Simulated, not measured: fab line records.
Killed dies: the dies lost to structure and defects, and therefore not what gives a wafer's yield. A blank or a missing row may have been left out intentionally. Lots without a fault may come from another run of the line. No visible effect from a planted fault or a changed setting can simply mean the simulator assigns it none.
2 desks looking at one fault    flow sfq_line    each desk has only its own numbers; what lay behind them comes last

== THE TOOL OWNER'S DESK: rie_metal-04 ==
The tool's own readings at SFQ_TRILAYER_R5_ETCH_METAL_ETCH_139 (etches the open film in Cl2, stops on SiO2, target depth 60 nm, time 40 s): means of the sampled wafers that have a number, for each lot that ran on this tool. Any lot whose mean is over 4 standard deviations away from the usual mean is out of limits and marked OUT; that distance is given in the brackets.
Columns: A = drypump_motor_current_A at SFQ_TRILAYER_R5_ETCH_METAL_ETCH_139, usual 5.8 A; B = oes_product_au at SFQ_TRILAYER_R5_ETCH_METAL_ETCH_139, usual 0.990 a.u.; C = rf_fwd_power_W at SFQ_TRILAYER_R5_ETCH_METAL_ETCH_139, usual 594.7 W
lot   first seen here  A    B                C
L251  day 53 22:42     5.4  0.994            593.7
L265  day 67 20:36     5.4  0.905 (-12) OUT  596.4
L266  day 67 23:00     5.6  0.901 (-12) OUT  593.7
This desk's finding: out of limits on L265, L266; first on L265, day 67 20:36 (oes_product_au at SFQ_TRILAYER_R5_ETCH_METAL_ETCH_139). L251: within limits.

== THE METROLOGY DESK ==
Lot by lot, what the gauges showed, no matter which tool ran the lot: averages of those sampled wafers that carry a number. Any lot whose mean is over 4 standard deviations away from the usual mean is out of limits and marked OUT; that distance is given in the brackets.
Columns: A = R5_MONX_RS at SFQ_R5_RS_MEAS_933, usual 7.03 ohm/sq; B = R5_MONX_THK at SFQ_R5_THK_MEAS_934, usual 39.5 nm; C = R5_OVL at SFQ_R5_OVL_MEAS_935, usual -1 nm; D = I5_OVL at SFQ_I5_OVL_MEAS_936, usual -1 nm; E = C5_OVL at SFQ_C5_OVL_MEAS_937, usual 0 nm; F = M6_NB_RS at SFQ_M6_RS_MEAS_938, usual 0.889 ohm/sq; G = M8_BOW at SFQ_M8_BOW_MEAS_951, usual 11 um
lot   first seen here  A     B     C   D   E   F      G
L251  day 53 01:22     7.00  39.4  11  -9  9   0.907  6
L252  day 53 04:22     7.04  39.3  3   4   -2  0.879  24
L265  day 63 07:14     6.96  39.9  -3  1   2   0.903  14
L266  day 63 09:11     7.01  39.8  -2  3   2   0.890  14
L271  day 67 14:32     7.04  39.5  0   3   -1  0.880  21
L273  day 68 18:40     7.05  39.5  -4  -1  4   0.890  -5
This desk's finding: nothing out of limits on any of the 6 lots.

== TAKEN TOGETHER ==
On L265, L266, at day 67 20:36, an alarm was possible from the tool owner's desk.
From the metrology desk's view, nothing was out of limits.
The metrology desk has L265, L266 on record, within its limits.
The lots listed all ran SFQ_TRILAYER_R5_ETCH_METAL_ETCH_139 on rie_metal-04.

== WHAT THE SIMULATOR PUT IN ==
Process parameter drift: rie_metal-04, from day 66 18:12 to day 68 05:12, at SFQ_TRILAYER_R5_ETCH_METAL_ETCH_139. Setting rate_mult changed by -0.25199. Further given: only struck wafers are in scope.
Struck lots among those shown: L265, L266.
Delay in hours, fault start to first out-of-limits reading, by desk: the tool owner's desk at 26.
